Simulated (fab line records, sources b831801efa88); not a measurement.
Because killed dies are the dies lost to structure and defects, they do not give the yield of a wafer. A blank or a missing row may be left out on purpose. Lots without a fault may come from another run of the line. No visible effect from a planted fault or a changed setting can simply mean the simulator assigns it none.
fab line records	flow sky130
[record] lots = 6	wafers = 18	last-day = 50
route steps=708 shown PWDE@52 NWELL@56 PAD_OPEN@708
lots that met no fault: from a run of the same line without faults
start-h: hours from the record's opening day to when the first of the lot's shown wafers began	wait-h: hours since the lot's step before	" as in the row above	L1.1+2: one row covering several wafers at once	- no value, or no start was given	* or withheld: withheld	< > ~ a bound
route shown NAME@n: a module of which the file shows steps, and the number in the route of the first	usual: average and standard deviation across the fault-free wafers	same: alike in all rows	chamber/n: place in a boat	sites: per-site readings	_std_site: the values' standard deviation	_edge_site: inner sites' mean taken away from outer sites' mean	radius-mm: for every site, how far away it sits from the centre of the wafer	mask NAME#n: copy n	behind: the last tool/chamber to shape the wafer	hold: cause of the lot's hold/its duration in hours/its outcome	device: transistor that didn't switch, given as n, p or np	end of line: tests of these same wafers at the route's end	where a step has no rows: the recipe by itself	killed: count of dies lost to structure and defects at first sort (not the wafer's yield)	map: a wafer's dies, x killed, . not, _ none there
set.NAME: the setting the step ran with; set.NAME@STEP: the setting that earlier step ran with	model.NAME: the simulator's own value behind a step, which no gauge read
lots seen at some steps along the route; tables by step, rows by wafer
services: when a tool's chamber went out of use (start-h, in hours from the record's first day, below 0 if earlier), for how many hours, and the reason
[[steps]]
[step SKY_PWDE_OVL_MEAS_07]
[usual] PWDE_OVL = -0.9/1.5
lot.wafer	tool	chamber	start-h	wait-h	PWDE_OVL[nm]
L118.2	overlay-01	-	76.79	-	1.4
L118.5	"	-	"	"	1.7
L118.6	"	-	"	"	2.8
L122.3	overlay-01	-	98.50	-	-0.3
L122.5	"	-	"	"	0.7
L122.6	"	-	"	"	1.1
L132.2	overlay-01	-	150.73	-	-0.5
L132.4	"	-	"	"	-2.1
L132.6	"	-	"	"	0.3
L134.2	overlay-01	-	165.46	-	-0.9
L134.4	"	-	"	"	-1.4
L134.6	"	-	"	"	-2.1
L137.1	overlay-02	-	184.96	-	-1.0
L137.2	"	-	"	"	-1.5
L137.6	"	-	"	"	0.2
L140.1	overlay-02	-	202.13	-	-1.8
L140.5	"	-	"	"	-1.2
L140.6	"	-	"	"	-1.9
[step SKY_PWDE_IMPLANT_08]
[recipe] species = B	energy-kev = 150	dose-cm2 = 3.6e+12	tilt-deg = withheld
[step SKY_PWDE_STRIP_09]
[recipe] chemistry = O2/N2	power-w = 1400	pressure-mtorr = 1500	platen-temp-c = withheld	o2-flow-sccm = 3000	n2-flow-sccm = 300	overash-fraction = 0.5
[usual] drypump-motor-current-A = 5.5/0.58	oes-product-au = 0.722/0.0044	strip-time-to-endpoint-s = 36.88/0.1
lot.wafer	tool	chamber	start-h	wait-h	drypump-motor-current-A	oes-product-au	rf-hours-counter-h	strip-time-to-endpoint-s
L118.2	plasma-asher-04	1	76.97	0.1	4.7	0.728	40	36.92
L118.5	"	0	"	"	5.9	0.719	-	36.92
L118.6	"	1	"	"	4.7	0.723	-	36.89
L122.3	plasma-asher-01	0	98.75	0.2	4.9	0.714	-	36.77
L122.5	"	1	"	"	5.2	0.720	-	36.82
L122.6	"	0	"	"	4.9	0.719	-	36.74
L132.2	plasma-asher-04	0	150.91	0.1	5.9	0.724	3	36.74
L132.4	"	0	"	"	5.9	0.722	-	36.86
L132.6	"	1	"	"	4.7	0.726	-	36.88
L134.2	plasma-asher-02	1	165.64	0.1	5.6	0.722	44	36.80
L134.4	"	0	"	"	6.3	0.721	-	36.85
L134.6	"	0	"	"	6.3	0.725	-	36.70
L137.1	plasma-asher-02	1	185.14	0.1	5.6	0.719	46	36.81
L137.2	"	0	"	"	6.3	0.717	46	36.88
L137.6	"	0	"	"	6.3	0.713	-	36.85
L140.1	plasma-asher-01	1	202.31	0.1	5.1	0.722	52	36.70
L140.5	"	0	"	"	4.9	0.723	-	36.66
L140.6	"	1	"	"	5.1	0.726	-	36.78
[step SKY_PWDE_TW_MEAS_10]
[usual] PWDE_TW = 373.6/1.9
lot.wafer	tool	chamber	start-h	wait-h	PWDE_TW
L118.2	film-metro-02	-	77.08	0.1	375.1
L118.5	"	-	"	"	374.7
L118.6	"	-	"	"	374.1
L122.3	film-metro-04	-	98.84	0.1	372.6
L122.5	"	-	"	"	373.4
L122.6	"	-	"	"	371.1
L132.2	film-metro-02	-	151.02	0.1	373.0
L132.4	"	-	"	"	372.1
L132.6	"	-	"	"	374.7
L134.2	film-metro-02	-	165.75	0.1	376.0
L134.4	"	-	"	"	372.8
L134.6	"	-	"	"	375.2
L137.1	film-metro-03	-	185.24	0.1	376.2
L137.2	"	-	"	"	373.6
L137.6	"	-	"	"	375.1
L140.1	film-metro-02	-	202.41	0.1	373.6
L140.5	"	-	"	"	376.8
L140.6	"	-	"	"	374.0
[step SKY_NWELL_DEHYDRATE_03]
[recipe] temp-c = 200	time-s = 60
[step SKY_NWELL_HMDS_04]
[recipe] prime-time-s = 60	prime-temp-c = 120
[step SKY_NWELL_COAT_05]
[recipe] spin-rpm = 2000	resist-thk-nm = 3000
[step SKY_NWELL_SOFTBAKE_06]
[recipe] temp-c = 110	time-s = withheld
[step SKY_NWELL_EXPOSE_07]
[recipe] mask-id = NWM	na = 0.6	source-shape = conventional	sigma-outer = 0.6	polarization = unpolarized	target-cd-nm = 840	dose-mj = 255
[step SKY_NWELL_PEB_08]
[recipe] temp-c = 115	time-s = withheld
[step SKY_NWELL_DEVELOP_09]
[recipe] wall-angle-deg = 90	developer = TMAH	develop-time-s = 60	dev-temp-c = 23
[step SKY_NWELL_OVL_MEAS_10]
[usual] NWELL_00_OVL = -0.5/2.6
lot.wafer	tool	chamber	start-h	wait-h	NWELL_00_OVL[nm]
L118.2	overlay-02	-	94.98	-	-3.7
L118.5	"	-	"	"	-2.7
L118.6	"	-	"	"	-0.7
L122.3	overlay-02	-	117.82	-	3.0
L122.5	"	-	"	"	2.8
L122.6	"	-	"	"	5.0
L132.2	overlay-01	-	171.49	-	1.1
L132.4	"	-	"	"	-0.1
L132.6	"	-	"	"	1.2
L134.2	overlay-01	-	186.58	-	-2.2
L134.4	"	-	"	"	-2.8
L134.6	"	-	"	"	-1.6
L137.1	overlay-02	-	206.72	-	1.7
L137.2	"	-	"	"	0.4
L137.6	"	-	"	"	1.6
L140.1	overlay-02	-	224.71	-	-4.6
L140.5	"	-	"	"	-3.7
L140.6	"	-	"	"	-1.9
[step SKY_NWELL_IMPLANT_11]
[recipe] species = P	energy-kev = 400	dose-cm2 = 1.9e+13	tilt-deg = withheld
[usual] dose-ions-cm2 = 1.9e+13/2e+10
lot.wafer	tool	chamber	start-h	wait-h	dose-ions-cm2
L118.2	implanter-01	0	95.03	0.0	1.8995e+13
L118.5	"	0	"	"	1.899e+13
L118.6	"	0	"	"	1.9006e+13
L122.3	implanter-02	0	117.89	0.1	1.9006e+13
L122.5	"	0	"	"	1.9015e+13
L122.6	"	0	"	"	1.9014e+13
L132.2	implanter-02	0	171.55	0.0	1.8362e+13
L132.4	"	0	"	"	1.8368e+13
L132.6	"	0	"	"	1.8364e+13
L134.2	implanter-02	0	186.63	0.0	1.8338e+13
L134.4	"	0	"	"	1.8352e+13
L134.6	"	0	"	"	1.8367e+13
L137.1	implanter-01	0	206.76	0.0	1.8987e+13
L137.2	"	0	"	"	1.901e+13
L137.6	"	0	"	"	1.8984e+13
L140.1	implanter-01	0	224.74	0.0	1.9011e+13
L140.5	"	0	"	"	1.899e+13
L140.6	"	0	"	"	1.902e+13
[step SKY_NWELL_IMPLANT_12]
[recipe] species = P	energy-kev = 120	dose-cm2 = 1.3e+12	tilt-deg = withheld
[step SKY_NWELL_IMPLANT_13]
[recipe] species = P	energy-kev = 50	dose-cm2 = 7e+11	tilt-deg = withheld
[step SKY_NWELL_STRIP_14]
[recipe] chemistry = O2/N2	power-w = 1400	pressure-mtorr = 1500	platen-temp-c = withheld	o2-flow-sccm = 3000	n2-flow-sccm = 300	overash-fraction = 0.5
[usual] drypump-motor-current-A = 5.6/0.5	oes-product-au = 0.722/0.0044	strip-time-to-endpoint-s = 36.89/0.096
lot.wafer	tool	chamber	start-h	wait-h	drypump-motor-current-A	oes-product-au	rf-hours-counter-h	strip-time-to-endpoint-s
L118.2	plasma-asher-04	0	95.46	0.1	5.9	0.721	43	36.89
L118.5	"	1	"	"	4.7	0.729	-	36.94
L118.6	"	0	"	"	5.9	0.729	-	36.97
L122.3	plasma-asher-04	0	118.33	0.1	5.9	0.724	-	36.72
L122.5	"	0	"	"	5.9	0.723	-	36.72
L122.6	"	1	"	"	4.7	0.718	-	36.68
L132.2	plasma-asher-03	1	171.97	0.1	5.4	0.725	36	37.02
L132.4	"	1	"	"	5.4	0.725	-	36.82
L132.6	"	1	"	"	5.4	0.717	-	36.92
L134.2	plasma-asher-02	1	187.06	0.1	5.5	0.724	46	36.84
L134.4	"	0	"	"	6.4	0.729	-	36.96
L134.6	"	0	"	"	6.3	0.731	-	36.81
L137.1	plasma-asher-02	1	207.21	0.1	5.6	0.727	48	36.82
L137.2	"	0	"	"	6.3	0.721	48	36.88
L137.6	"	0	"	"	6.3	0.726	-	36.70
L140.1	plasma-asher-04	0	225.19	0.1	5.9	0.714	11	36.97
L140.5	"	1	"	"	4.7	0.720	-	37.09
L140.6	"	0	"	"	5.9	0.718	-	37.07
[step SKY_NWELL_TW_MEAS_15]
[usual] NWELL_TW = 1814/7.2
lot.wafer	tool	chamber	start-h	wait-h	NWELL_TW
L118.2	film-metro-02	-	95.57	0.1	1811
L118.5	"	-	"	"	1821
L118.6	"	-	"	"	1815
L122.3	film-metro-04	-	118.41	0.1	1806
L122.5	"	-	"	"	1802
L122.6	"	-	"	"	1799
L132.2	film-metro-04	-	172.08	0.1	1791
L132.4	"	-	"	"	1790
L132.6	"	-	"	"	1783
L134.2	film-metro-02	-	187.17	0.1	1813
L134.4	"	-	"	"	1796
L134.6	"	-	"	"	1800
L137.1	film-metro-04	-	207.31	0.1	1810
L137.2	"	-	"	"	1812
L137.6	"	-	"	"	1819
L140.1	film-metro-03	-	225.29	0.1	1819
L140.5	"	-	"	"	1810
L140.6	"	-	"	"	1822
[step SKY_NWELL_DEHYDRATE_16]
[recipe] temp-c = 200	time-s = 60
[step SKY_NWELL_HMDS_17]
[recipe] prime-time-s = 60	prime-temp-c = 120
[step SKY_NWELL_COAT_18]
[recipe] spin-rpm = 2000	resist-thk-nm = 3000
[step SKY_NWELL_SOFTBAKE_19]
[recipe] temp-c = 110	time-s = withheld
[step SKY_NWELL_EXPOSE_20]
[recipe] mask-id = NWM_COMPLEMENT	na = 0.6	source-shape = conventional	sigma-outer = 0.6	polarization = unpolarized	target-cd-nm = 840	dose-mj = 260
[step SKY_NWELL_PEB_21]
[recipe] temp-c = 115	time-s = withheld
[step SKY_NWELL_DEVELOP_22]
[recipe] wall-angle-deg = 90	developer = TMAH	develop-time-s = 60	dev-temp-c = 23
[step SKY_NWELL_OVL_MEAS_23]
[usual] NWELL_01_OVL = -0.1/1.6
lot.wafer	tool	chamber	start-h	wait-h	NWELL_01_OVL[nm]
L118.2	overlay-02	-	114.16	-	0.0
L118.5	"	-	"	"	1.9
L118.6	"	-	"	"	1.9
L122.3	overlay-02	-	137.68	-	-2.2
L122.5	"	-	"	"	-1.8
L122.6	"	-	"	"	0.8
L132.2	overlay-01	-	192.14	-	-0.7
L132.4	"	-	"	"	-2.2
L132.6	"	-	"	"	-1.0
L134.2	overlay-02	-	208.74	-	-1.4
L134.4	"	-	"	"	-1.6
L134.6	"	-	"	"	-1.7
L137.1	overlay-02	-	229.26	-	-1.0
L137.2	"	-	"	"	-1.8
L137.6	"	-	"	"	1.0
L140.1	overlay-01	-	248.66	-	-2.2
L140.5	"	-	"	"	-3.7
L140.6	"	-	"	"	-1.3
[step SKY_NWELL_IMPLANT_24]
[recipe] species = B	energy-kev = 140	dose-cm2 = 9.2e+12	tilt-deg = withheld
[step SKY_NWELL_STRIP_25]
[recipe] chemistry = O2/N2	power-w = 1400	pressure-mtorr = 1500	platen-temp-c = withheld	o2-flow-sccm = 3000	n2-flow-sccm = 300	overash-fraction = 0.5
[usual] drypump-motor-current-A = 5.5/0.44	oes-product-au = 0.722/0.0047	strip-time-to-endpoint-s = 36.92/0.12
lot.wafer	tool	chamber	start-h	wait-h	drypump-motor-current-A	oes-product-au	rf-hours-counter-h	strip-time-to-endpoint-s
L118.2	plasma-asher-02	1	114.34	0.1	5.6	0.726	39	36.84
L118.5	"	1	"	"	5.5	0.717	-	36.94
L118.6	"	0	"	"	6.3	0.723	-	36.98
L122.3	plasma-asher-03	0	137.89	0.1	5.5	0.710	-	36.96
L122.5	"	0	"	"	5.5	0.714	-	37.11
L122.6	"	1	"	"	5.4	0.723	-	36.96
L132.2	plasma-asher-03	1	192.32	0.1	5.3	0.718	38	36.98
L132.4	"	1	"	"	5.3	0.727	-	36.89
L132.6	"	1	"	"	5.3	0.720	-	36.82
L134.2	plasma-asher-03	1	208.92	0.1	5.3	0.722	40	36.68
L134.4	"	1	"	"	5.3	0.724	-	36.81
L134.6	"	1	"	"	5.3	0.724	-	36.78
L137.1	plasma-asher-04	1	229.44	0.1	4.7	0.719	11	36.83
L137.2	"	0	"	"	5.9	0.723	11	36.82
L137.6	"	1	"	"	4.7	0.717	-	36.84
L140.1	plasma-asher-04	0	248.84	0.1	5.9	0.717	13	36.79
L140.5	"	1	"	"	4.7	0.715	-	36.82
L140.6	"	0	"	"	5.9	0.719	-	36.84
[step SKY_NWELL_TW_MEAS_26]
[usual] NWELL_2_TW = 495.8/2.4
lot.wafer	tool	chamber	start-h	wait-h	NWELL_2_TW
L118.2	film-metro-04	-	114.45	0.1	492.9
L118.5	"	-	"	"	492.8
L118.6	"	-	"	"	494.1
L122.3	film-metro-03	-	137.98	0.1	496.6
L122.5	"	-	"	"	493.1
L122.6	"	-	"	"	497.5
L132.2	film-metro-04	-	192.43	0.1	498.1
L132.4	"	-	"	"	495.6
L132.6	"	-	"	"	494.5
L134.2	film-metro-04	-	209.03	0.1	494.8
L134.4	"	-	"	"	496.2
L134.6	"	-	"	"	496.2
L137.1	film-metro-03	-	229.54	0.1	500.4
L137.2	"	-	"	"	495.0
L137.6	"	-	"	"	499.8
L140.1	film-metro-02	-	248.94	0.1	489.7
L140.5	"	-	"	"	495.1
L140.6	"	-	"	"	491.8
[step SKY_NWELL_CLEAN_27]
[recipe] chemistry = SC1/SC2	mix = 1:4:20	temp-c = 70	time-s = 150	dry = n2-spin
[step SKY_NWELL_RTA_28]
[recipe] temp-c = 1050	time-s = 30	idle-temp-c = 650	ramp-up-c-per-s = 150	ramp-down-c-per-s = 90	ambient = N2
[usual] chamber-o2-ppm = 2.000/0.022	lamp-power-pct = 25.30/0.053	wafer_temp_C_max = 1054.9/0.94
lot.wafer	tool	chamber	start-h	wait-h	chamber-o2-ppm	lamp-power-pct	wafer_temp_C_max
L118.2	rtp-anneal-02	0	114.57	0.0	2.004	25.31	1056.0
L118.5	"	0	"	"	2.038	25.31	1055.5
L118.6	"	0	"	"	2.005	25.28	1055.4
L122.3	rtp-anneal-02	0	138.10	0.0	2.016	25.21	1053.8
L122.5	"	0	"	"	2.014	25.18	1053.9
L122.6	"	0	"	"	2.032	25.28	1056.7
L132.2	rtp-anneal-01	0	192.55	0.0	2.006	25.34	1054.0
L132.4	"	0	"	"	1.997	25.30	1055.9
L132.6	"	0	"	"	2.004	25.42	1054.8
L134.2	rtp-anneal-02	0	209.15	0.0	2.012	25.25	1053.9
L134.4	"	0	"	"	1.997	25.25	1055.3
L134.6	"	0	"	"	2.002	25.26	1055.7
L137.1	rtp-anneal-01	0	229.66	0.0	1.980	25.30	1054.9
L137.2	"	0	"	"	2.010	25.35	1054.6
L137.6	"	0	"	"	2.023	25.34	1055.4
L140.1	rtp-anneal-01	0	249.05	0.0	2.026	25.25	1054.8
L140.5	"	0	"	"	2.036	25.29	1056.9
L140.6	"	0	"	"	2.006	25.34	1054.4
[step SKY_NWELL_RS_MEAS_29]
[recipe] thk-meas-gauge = four-point-probe
[usual] NWELL_RS = 625.2/1.6
lot.wafer	tool	chamber	start-h	wait-h	NWELL_RS[ohm/sq]
L118.2	film-metro-04	-	114.67	0.1	625.5
L118.5	"	-	"	"	624.2
L118.6	"	-	"	"	624.8
L122.3	film-metro-03	-	138.21	0.1	626.1
L122.5	"	-	"	"	624.3
L122.6	"	-	"	"	627.0
L132.2	film-metro-03	-	192.65	0.1	636.7
L132.4	"	-	"	"	638.6
L132.6	"	-	"	"	636.1
L134.2	film-metro-03	-	209.25	0.1	636.6
L134.4	"	-	"	"	635.3
L134.6	"	-	"	"	635.8
L137.1	film-metro-02	-	229.76	0.1	625.0
L137.2	"	-	"	"	625.3
L137.6	"	-	"	"	625.5
L140.1	film-metro-04	-	249.15	0.1	626.0
L140.5	"	-	"	"	625.3
L140.6	"	-	"	"	623.0
[step SKY_PAD_OPEN_PROBE_99]
[usual] killed_at_M0_to_M3 = 43/7.1	killed_at_M4_up = 3.1/1.7	killed-at-contacts = 23/5.1	killed-at-front-end = 14/4.4	killed-at-other = 0.3/0.47	killed-dies = 84/9.9	killed-open = 45/6.6	killed-short = 38/6.8
[same] gross-dies = 492	killed-at-back-side = 0
lot.wafer	tool	chamber	start-h	wait-h	killed_at_M0_to_M3	killed_at_M4_up	killed-at-contacts	killed-at-front-end	killed-at-other	killed-dies	killed-open	killed-short
L122.3	prober-01	-	1108.37	0.2	42	2	22	10	0	76	38	38
L122.5	prober-01	-	1108.47	0.2	51	4	18	17	0	90	49	41
L122.6	prober-01	-	1108.52	0.2	45	4	25	19	0	93	50	43
// killed by level:class
L122.3 CONTACT:geometric-particle:open=9 METAL1:geometric-particle:short=8 METAL2:geometric-particle:short=7 VIA2:geometric-particle:open=6 VIA1:geometric-particle:open=6 CONTACT:geometric-particle:short=5 VIA3:geometric-particle:open=4 FIELD_ISO:geometric-particle:open=3
L122.5 VIA1:geometric-particle:open=12 VIA3:geometric-particle:open=8 FIELD_ISO:geometric-particle:short=7 VIA1:geometric-particle:short=7 VIA2:geometric-particle:open=7 CONTACT:geometric-particle:short=6 FIELD_ISO:geometric-particle:open=6 LI_CONTACT:geometric-particle:open=6
L122.6 LI_CONTACT:geometric-particle:open=9 VIA1:geometric-particle:open=9 CONTACT:geometric-particle:open=7 METAL1:geometric-particle:short=7 VIA2:geometric-particle:open=7 POLY_GATE:geometric-particle:short=6 FIELD_ISO:geometric-particle:short=5 CONTACT:geometric-particle:short=5
[[services]]
tool	chamber	start-h	hours	kind
implanter-01	-	64.90	1.7	repair
implanter-02	-	67.74	2.8	repair
plasma-asher-02	-	71.87	6.2	repair
plasma-asher-01	-	74.16	14.6	pm
implanter-02	-	76.12	6.5	repair
plasma-asher-02	-	77.54	21.4	repair
plasma-asher-04	-	108.75	9.0	pm
plasma-asher-04	0	108.75	9.0	vent-cycle
plasma-asher-04	1	108.75	9.0	vent-cycle
plasma-asher-04	0	117.75	-	clean
plasma-asher-04	1	117.75	-	clean
plasma-asher-01	-	166.14	3.9	repair
plasma-asher-02	-	193.87	1.8	repair
implanter-01	-	207.55	9.7	pm
implanter-01	-	217.20	2.9	pm
implanter-01	-	237.98	3.6	pm
[[key]]
[first-sign] step = SKY_NWELL_IMPLANT_11	reading = dose-ions-cm2	direction = down	sigmas = 33	usual = *	struck = *
[effect] step = SKY_NWELL_TW_MEAS_15	reading = NWELL_TW	direction = down	sigmas = 2.6	usual = 1814	struck = 1796
[effect] step = SKY_NWELL_RS_MEAS_29	reading = NWELL_RS	direction = up	sigmas = 7.2	usual = 625.2	struck = 636.5
met-at SKY_NWELL_IMPLANT_11
struck-wafers L132.2,L132.4,L132.6,L134.2,L134.4,L134.6
tester-left-out L132,L134
onset-between 117.89 171.55
[fault] kind = process-parameter-drift	tool = implanter-02	chamber = -	onset-h = 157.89	steps = SKY_NWELL_IMPLANT_11	channel = dose-cm2	offset = *	shape = step	end-h = 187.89	acts-in = *	stated = *
// tester-left-out: of these lots the tester's yield and bins aren't shown, on N5 and GAA mostly nor the transistor test; their killed dies are dies lost to structure and defects alone, not to doping, threshold or leakage, so they don't give the yield
